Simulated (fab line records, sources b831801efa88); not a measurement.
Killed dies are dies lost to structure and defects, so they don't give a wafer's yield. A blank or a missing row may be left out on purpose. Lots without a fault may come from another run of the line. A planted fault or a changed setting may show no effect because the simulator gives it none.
One fault seen from 2 desks | flow gf180mcu | each desk has only its own numbers; what lay behind them comes last

THE TOOL OWNER'S DESK: rie_diel-01
The tool's own readings at GF_STI_ETCH_13 (etches the open film in CHF3/O2, stops on Si, target depth 282.31 nm, time 112.9 s): means of the sampled wafers that have a number, for each lot that ran on this tool. A lot is out of limits, marked OUT, if its mean lies more than 4 standard deviations from the usual mean; the brackets give that distance.
Columns: A = O2_flow_sccm at GF_STI_ETCH_13, usual 4.999 sccm; B = drypump_motor_current_A at GF_STI_ETCH_13, usual 5.4 A; C = oes_product_au at GF_STI_ETCH_13, usual 0.833 a.u.; D = throttle_valve_pct at GF_STI_ETCH_13, usual 8.812 %
lot  | first seen here | A     | B   | C                | D
L266 | day 2 22:06     | 5.003 | 5.3 | 0.843            | 8.822
L267 | day 3 04:05     | 4.987 | 5.6 | 0.836            | 8.825
L270 | day 3 19:06     | 5.001 | 5.5 | 0.833            | 8.815
L279 | day 5 16:16     | 5.005 | 5.6 | 0.799 (-5.6) OUT | 8.798
L280 | day 5 22:44     | 5.004 | 5.5 | 0.794 (-6.4) OUT | 8.808
This desk's finding: out of limits on L279, L280; first on L279, day 5 16:16 (oes_product_au at GF_STI_ETCH_13). In limits: L266, L267, L270.

THE METROLOGY DESK
What the gauges read, lot by lot, whatever tool the lot ran on: means of the sampled wafers that have a number. A lot is out of limits, marked OUT, if its mean lies more than 4 standard deviations from the usual mean; the brackets give that distance.
Columns: A = POLY_GATE_OVL at GF_POLY_GATE_OVL_MEAS_11, usual 5 nm; B = NSD_TW at GF_NSD_TW_MEAS_12, usual 4232; C = SAB_CVD_00_THK at GF_SAB_THK_MEAS_01, usual 49.9 nm
lot  | first seen here | A  | B    | C
L262 | day 9 09:29     | 6  | 4264 | 49.7
L263 | day 9 15:01     | 4  | 4172 | 49.3
L264 | day 9 23:01     | 4  | 4187 | 49.1
L266 | day 10 12:46    | 3  | 4325 | 49.5
L267 | day 10 17:22    | 0  | 4184 | 49.6
L269 | day 11 08:29    | 13 | 4172 | 49.3
L270 | day 11 14:34    | 1  | 4315 | 50.1
L271 | day 11 19:21    | 10 | 4228 | 50.0
L273 | day 12 10:14    | 5  | 4167 | 50.1
L279 | day 14 09:26    | 5  | 4207 | 49.7
L280 | day 14 14:25    | 5  | 4231 | 49.9
L281 | day 14 22:23    | -1 | 4234 | 49.8
L285 | day 16 07:14    | 2  | 4296 | 49.7
This desk's finding: nothing out of limits on any of the 13 lots.

PUT TOGETHER
The tool owner's desk could have raised an alarm at day 5 16:16, on L279, L280.
The metrology desk saw nothing out of limits.
The metrology desk has L279, L280 on record, within its limits.
Of the lots named, all ran GF_STI_ETCH_13 on rie_diel-01.

WHAT THE SIMULATOR HAD PUT IN
Process parameter drift: rie_diel-01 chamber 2, from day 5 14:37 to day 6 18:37, at GF_STI_ETCH_13. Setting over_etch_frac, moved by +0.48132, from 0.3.
Lots struck among those shown: L279, L280.
Hours from the fault's start to each desk's first reading out of limits: the tool owner's desk, 2.
